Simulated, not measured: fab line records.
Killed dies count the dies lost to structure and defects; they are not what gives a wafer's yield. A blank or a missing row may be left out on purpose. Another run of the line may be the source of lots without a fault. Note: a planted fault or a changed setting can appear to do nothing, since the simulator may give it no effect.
The tool behind it: which one? / flow sky130 / 11 lots, 33 wafers sampled, at 3 steps of a route of 708

WHAT EACH GAUGE READ, for each wafer
SKY_CAP2M_THK_MEAS_01.
lot=L686; measured=day 39 19:41; on=film metro-04; CAP2M_CVD_00_THK (nm)=15.95 15.62 15.72
lot=L687; measured=day 40 05:04; on=film metro-03; CAP2M_CVD_00_THK (nm)=15.56 15.47 15.39
lot=L688; measured=day 40 09:01; on=film metro-04; CAP2M_CVD_00_THK (nm)=15.47 15.44 15.59
lot=L689; measured=day 41 00:20; on=film metro-04; CAP2M_CVD_00_THK (nm)=15.30 15.31 15.72
lot=L691; measured=day 41 19:11; on=film metro-04; CAP2M_CVD_00_THK (nm)=15.52 15.53 15.64
lot=L690; measured=day 41 22:02; on=film metro-04; CAP2M_CVD_00_THK (nm)=15.76 15.94 15.45
lot=L692; measured=day 42 00:19; on=film metro-03; CAP2M_CVD_00_THK (nm)=15.66 15.67 16.22
lot=L695; measured=day 42 14:41; on=film metro-03; CAP2M_CVD_00_THK (nm)=15.59 15.78 15.67
lot=L703; measured=day 44 18:03; on=film metro-01; CAP2M_CVD_00_THK (nm)=15.62 15.82 15.94
lot=L707; measured=day 45 16:51; on=film metro-01; CAP2M_CVD_00_THK (nm)=15.27 15.69 15.60
lot=L708; measured=day 46 00:38; on=film metro-01; CAP2M_CVD_00_THK (nm)=15.50 15.19 15.65

TOOL THAT RAN EACH LOT (tool first, then ch and the chambers of the sampled wafers, then the start)
lot=L686; SKY_METAL4_SPUTTER_02=pvd sputter-02, day 39 19:32; SKY_METAL4_SPUTTER_03=pvd sputter-02, day 39 19:35
lot=L687; SKY_METAL4_SPUTTER_02=pvd sputter-04, day 40 04:56; SKY_METAL4_SPUTTER_03=pvd sputter-04, day 40 04:59
lot=L688; SKY_METAL4_SPUTTER_02=pvd sputter-02, day 40 08:53; SKY_METAL4_SPUTTER_03=pvd sputter-02, day 40 08:56
lot=L689; SKY_METAL4_SPUTTER_02=pvd sputter-04, day 41 00:12; SKY_METAL4_SPUTTER_03=pvd sputter-04, day 41 00:14
lot=L691; SKY_METAL4_SPUTTER_02=pvd sputter-04, day 41 19:03; SKY_METAL4_SPUTTER_03=pvd sputter-04, day 41 19:05
lot=L690; SKY_METAL4_SPUTTER_02=pvd sputter-02, day 41 21:53; SKY_METAL4_SPUTTER_03=pvd sputter-02, day 41 21:56
lot=L692; SKY_METAL4_SPUTTER_02=pvd sputter-03, day 42 00:11; SKY_METAL4_SPUTTER_03=pvd sputter-03, day 42 00:13
lot=L695; SKY_METAL4_SPUTTER_02=pvd sputter-02, day 42 14:34; SKY_METAL4_SPUTTER_03=pvd sputter-02, day 42 14:36
lot=L703; SKY_METAL4_SPUTTER_02=pvd sputter-04, day 44 17:54; SKY_METAL4_SPUTTER_03=pvd sputter-04, day 44 17:56
lot=L707; SKY_METAL4_SPUTTER_02=pvd sputter-02, day 45 16:42; SKY_METAL4_SPUTTER_03=pvd sputter-02, day 45 16:44
lot=L708; SKY_METAL4_SPUTTER_02=pvd sputter-02, day 46 00:29; SKY_METAL4_SPUTTER_03=pvd sputter-02, day 46 00:32
- SKY_METAL4_SPUTTER_02: material AlCu, target thk 735 nm, time 39.1 s.
- SKY_METAL4_SPUTTER_03: material Ti, target thk 5 nm, time 3.3 s.

THE ANSWER, worked out from the rows above alone
Rule: the usual values come from the lots themselves. The widest of any qualifying gaps counts: lots, ordered by their means at a reading, are off when they make up no more than a third of the lots, leave a main group of 4 or more, and stand apart from it by 3 or more times the standard deviation of that group's means. Not used: any main group whose means are identical at the precision the tables above print for the reading. A lot without any number at a reading at which 4 lots or more have one is off too. Any other lot the step has rows for is counted as sound.
Nothing can be told from this: no lot is off at any reading shown.

WHAT THE SIMULATOR HAD INSERTED
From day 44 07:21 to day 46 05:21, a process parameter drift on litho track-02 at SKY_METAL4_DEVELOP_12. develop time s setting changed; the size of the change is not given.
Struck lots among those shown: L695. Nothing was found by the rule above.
